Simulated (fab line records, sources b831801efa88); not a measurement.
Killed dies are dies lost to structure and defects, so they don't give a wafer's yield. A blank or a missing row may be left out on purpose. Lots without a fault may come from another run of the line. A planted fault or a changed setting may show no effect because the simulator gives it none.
Chamber matching | flow gf180mcu | GF_V1_CMP_04 on cmp-02: 4 sister chambers
The step polishes SiO2. 4 wafers are shown with their chamber, then 7 later ones without.

WAFERS WITH THEIR CHAMBER
wafer  | chamber | motor_current_A (A)
L313.6 | 1       | 11.7
L318.1 | 0       | 8.4
L318.6 | 2       | 10.9
L320.5 | 3       | 13.0

WAFERS WITHOUT THEIR CHAMBER
wafer  | motor_current_A (A)
L320.6 | 9.9
L326.1 | 10.6
L326.3 | 13.2
L326.4 | 12.8
L327.3 | 8.6
L327.5 | 13.5
L327.6 | 8.5

WHICH CHAMBER EACH WENT THROUGH
wafer  | from the rows above          | in truth
L320.6 | can't be placed: 2 or 0 or 1 | 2
L326.1 | can't be placed: 2 or 1      | 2
L326.3 | 3                            | 3
L326.4 | can't be placed: 3 or 1      | 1
L327.3 | 0                            | 0
L327.5 | 3                            | 3
L327.6 | 0                            | 0
Placed correctly: 4 of 7. Can't be placed from these rows: 3 (the true chamber is among the candidates in 3). Placed wrongly: 0.
How it was worked out, from the rows above alone: a wafer's distance from a chamber is the root of the sum, over the readings, of the square of ((its reading less the chamber's mean) divided by the reading's scatter). The wafer belongs to the nearest chamber; if the next one is less than 2 further off, it can't be placed. A chamber's mean is the mean of its shown wafers. The scatter: with one shown wafer a chamber, the root of the mean of the squares of how far each hidden wafer lies from its nearest shown one.
